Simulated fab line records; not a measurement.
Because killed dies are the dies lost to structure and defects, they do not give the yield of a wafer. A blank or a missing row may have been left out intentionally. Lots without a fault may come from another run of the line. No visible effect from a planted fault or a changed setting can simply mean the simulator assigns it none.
2 desks looking at one fault ; flow sky130 ; what lay behind the numbers comes last; until then each desk has only its own

== TOOL OWNER'S DESK, hdpcvd-02 ==
The tool's own readings at SKY_VIA4_HDPCVD_00 (deposits SiO2, target thk 1750 nm, time 291.7 s): means of the sampled wafers that have a number, for each lot that ran on this tool. If a lot's mean is further than 4 standard deviations from the usual mean, the lot is out of limits and carries the mark OUT (the distance appears in the brackets).
Columns: A = run length s at SKY_VIA4_HDPCVD_00, usual 319.5 s
lot;first seen here;A
L532;day 42 21:21;319.0
L533;day 43 09:14;319.3
L538;day 45 02:14;319.5
L541;day 45 13:02;319.6
L543;day 45 21:18;329.3 (+19) OUT
L547;day 46 20:11;329.7 (+20) OUT
This desk's finding: out of limits on L543, L547; first on L543, day 45 21:18 (run length s at SKY_VIA4_HDPCVD_00). L532, L533, L538, L541 stayed within limits.

== AT THE METROLOGY DESK ==
Means of the sampled wafers that have a number, per lot and without regard to the tool the lot ran on: this is what the gauges read. If a lot's mean is further than 4 standard deviations from the usual mean, the lot is out of limits and carries the mark OUT (the distance appears in the brackets).
Columns: A = VIA4_HDPCVD_THK at SKY_VIA4_THK_MEAS_01, usual 1741 nm
lot;first seen here;A
L530;day 42 16:10;1748
L532;day 42 21:32;1768
L533;day 43 09:25;1745
L538;day 45 02:25;1726
L539;day 45 03:08;1763
L541;day 45 13:13;1730
L543;day 45 21:29;1810
L545;day 46 11:58;1735
L547;day 46 20:22;1811
L549;day 47 10:43;1735
L551;day 48 10:44;1705
Finding of this desk: none of the 11 lots has anything out of limits.

== PUT TOGETHER ==
The tool owner's desk could have raised an alarm at day 45 21:18, on L543, L547.
Nothing out of limits was seen by the metrology desk.
The metrology desk holds a record of L543, L547, inside its limits.
SKY_VIA4_HDPCVD_00 was run on hdpcvd-02 by each of the lots named.

== WHAT THE SIMULATOR HAD PUT IN ==
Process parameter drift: hdpcvd-02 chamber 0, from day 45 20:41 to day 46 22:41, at SKY_VIA4_HDPCVD_00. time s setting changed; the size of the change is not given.
Lots struck among those shown: L543, L547.
Delay in hours, fault start to first out-of-limits reading, by desk: the tool owner's desk at 1.
